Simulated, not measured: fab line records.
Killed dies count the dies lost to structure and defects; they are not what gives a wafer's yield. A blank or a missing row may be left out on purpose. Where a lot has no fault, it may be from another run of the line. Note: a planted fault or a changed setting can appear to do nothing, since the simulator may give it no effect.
Which tool did it?	flow sky130	13 lots with 39 wafers sampled at 4 steps, on a route of 708 steps

WHAT EACH GAUGE READ, for each wafer
SKY_VIA2_BOW_MEAS_03. Usual: for VIA2_BOW the level is 85 um and the standard deviation is 8.
lot	measured	on	VIA2_BOW (um)	flag
L981	day 35 04:14	film_metro-03	91 80 85	
L982	day 35 03:52	film_metro-01	82 91 109	
L983	day 35 13:52	film_metro-03	84 81 89	
L984	day 35 17:50	film_metro-03	96 107 92	
L985	day 35 23:13	film_metro-03	82 78 91	
L988	day 37 16:59	film_metro-01	78 98 81	
L989	day 37 22:50	film_metro-04	83 78 77	
L990	day 37 23:09	film_metro-03	91 73 96	
L991	day 38 08:05	film_metro-01	101 89 78	
L994	day 39 13:30	film_metro-03	62 90 93	
L993	day 39 15:08	film_metro-04	84 83 89	
L101	day 40 20:58	film_metro-04	72 81 80	
L104	day 41 20:28	film_metro-03	72 90 85	

SKY_VIA2_THK_MEAS_23: measures by xrf. Usual: for VIA2_W_THK the level is 421 nm and the standard deviation is 4.9.
lot	measured	on	VIA2_W_THK (nm)	flag
L981	day 36 07:50	film_metro-04	417 415 420	
L982	day 36 07:07	film_metro-03	419 420 411	
L983	day 36 17:05	film_metro-03	422 419 422	
L984	day 36 21:19	film_metro-01	421 428 421	
L985	day 37 02:47	film_metro-03	414 419 421	
L988	day 38 19:40	film_metro-04	424 419 425	
L989	day 39 00:29	film_metro-03	413 416 419	
L990	day 39 00:52	film_metro-03	427 420 423	
L991	day 39 10:09	film_metro-01	427 416 431	
L994	day 40 15:32	film_metro-01	422 425 420	
L993	day 40 17:08	film_metro-04	431 427 423	
L101	day 41 21:38	film_metro-03	423 419 424	
L104	day 42 21:02	film_metro-03	421 411 418	

EACH LOT AND THE TOOL THAT RAN IT (in order: tool; ch and the chambers of the sampled wafers; start)
lot	SKY_LDD_N_EXPOSE_04	SKY_METAL1_STRIP_20
L981	iline_stepper-02 ch 0, day 16 15:42	plasma_asher-03 ch 0,1, day 32 17:49
L982	iline_stepper-01 ch 0, day 16 18:56	plasma_asher-01 ch 0,1, day 32 17:55
L983	iline_stepper-02 ch 0, day 17 08:35	plasma_asher-03 ch 0,1, day 33 04:20
L984	iline_stepper-01 ch 0, day 17 11:14	plasma_asher-03 ch 0,1, day 33 09:11
L985	iline_stepper-02 ch 0, day 17 18:42	plasma_asher-03 ch 0,1, day 33 13:55
L988	iline_stepper-01 ch 0, day 19 18:29	plasma_asher-01 ch 1, day 35 08:13
L989	iline_stepper-01 ch 0, day 20 01:14	plasma_asher-03 ch 0,1, day 35 14:51
L990	iline_stepper-02 ch 0, day 20 01:35	plasma_asher-02 ch 0,1, day 35 15:16
L991	iline_stepper-01 ch 0, day 20 11:04	plasma_asher-03 ch 0,1, day 35 23:40
L994	iline_stepper-01 ch 0, day 22 01:08	plasma_asher-02 ch 0,1, day 37 08:13
L993	iline_stepper-02 ch 0, day 22 02:44	plasma_asher-03 ch 0,1, day 37 08:54
L101	iline_stepper-02 ch 0, day 23 15:17	plasma_asher-02 ch 0,1, day 38 15:30
L104	iline_stepper-02 ch 0, day 24 22:07	plasma_asher-02 ch 0,1, day 39 14:46
- SKY_LDD_N_EXPOSE_04: exposes mask NTM, target cd 840 nm.
- SKY_METAL1_STRIP_20: strips in O2/N2.

WHAT THE TOOLS THEMSELVES READ (means of the sampled wafers that have a number; where no wafer has one, the mark that the record gives instead)
SKY_METAL1_STRIP_20. Usual: drypump_motor_current_A 6.07 A, standard deviation 0.3; oes_product_au 0.341 a.u., standard deviation 0.0051; strip_time_to_endpoint_s 2.65 s, standard deviation 0.035.
lot	tool	drypump_motor_current_A (A)	oes_product_au (a.u.)	strip_time_to_endpoint_s (s)	flag
L981	plasma_asher-03	6.15	0.341	2.67	
L982	plasma_asher-01	6.26	0.344	2.69	
L983	plasma_asher-03	6.17	0.341	2.65	
L984	plasma_asher-03	6.29	0.348	2.66	
L985	plasma_asher-03	6.14	0.336	2.61	
L988	plasma_asher-01	5.93	0.343	2.64	
L989	plasma_asher-03	6.28	0.344	2.68	
L990	plasma_asher-02	5.66	0.345	2.68	
L991	plasma_asher-03	6.30	0.340	2.64	
L994	plasma_asher-02	5.74	0.343	2.68	
L993	plasma_asher-03	6.28	0.340	2.64	
L101	plasma_asher-02	5.64	0.342	2.69	
L104	plasma_asher-02	5.75	0.338	2.63	

THE ANSWER, worked out from the rows above alone
Rule: a lot is off if the mean of its wafers that have a number lies more than 3 standard deviations from the usual mean. A lot without any number at a reading at which 4 lots or more have one is off too. The other lots that the step has rows for count as sound. Order of review: gauges by route order, followed by the tools' own readings, for which a lot's mean as printed above is used. The first step at which some lot is off is used, and at that step the reading that is off furthest; a lot without a number counts as furthest.
Nothing can be told from this: no lot is off at any reading shown.

WHAT THE SIMULATOR PUT IN
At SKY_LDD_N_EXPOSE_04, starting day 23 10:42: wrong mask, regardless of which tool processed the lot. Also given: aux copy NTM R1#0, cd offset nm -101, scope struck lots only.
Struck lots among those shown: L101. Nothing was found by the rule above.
